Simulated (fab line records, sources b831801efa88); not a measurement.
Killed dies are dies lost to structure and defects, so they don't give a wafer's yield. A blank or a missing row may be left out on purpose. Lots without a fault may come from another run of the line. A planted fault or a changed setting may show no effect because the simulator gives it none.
Chamber matching | flow gf180mcu | GF_MIM_CVD_05 on pecvd-01: 3 sister chambers
The step deposits Si3N4, target thk 42 nm, time 29.086 s. 6 wafers are shown with their chamber, then 7 later ones without.

WAFERS WITH THEIR CHAMBER
wafer  | chamber | heater_power_w (W)
L076.2 | 0       | 505
L076.4 | 0       | 531
L076.5 | 1       | 690
L076.6 | 2       | 743
L078.1 | 1       | 747
L078.3 | 2       | 672

WAFERS WITHOUT THEIR CHAMBER
wafer  | heater_power_w (W)
L078.4 | 512
L087.4 | 804
L087.5 | 787
L087.6 | 529
L088.2 | 700
L088.4 | 459
L088.5 | 712

WHICH CHAMBER EACH WENT THROUGH
wafer  | from the rows above     | in truth
L078.4 | 0                       | 0
L087.4 | can't be placed: 1 or 2 | 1
L087.5 | can't be placed: 1 or 2 | 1
L087.6 | 0                       | 0
L088.2 | can't be placed: 2 or 1 | 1
L088.4 | 0                       | 0
L088.5 | can't be placed: 2 or 1 | 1
Placed correctly: 3 of 7. Can't be placed from these rows: 4 (the true chamber is among the candidates in 4). Placed wrongly: 0.
How it was worked out, from the rows above alone: a wafer's distance from a chamber is the root of the sum, over the readings, of the square of ((its reading less the chamber's mean) divided by the reading's scatter). The wafer belongs to the nearest chamber; if the next one is less than 2 further off, it can't be placed. A chamber's mean is the mean of its shown wafers. The scatter: the root of (the sum of the squares of (reading less its chamber's mean) over the shown wafers, divided by (wafers less chambers)).
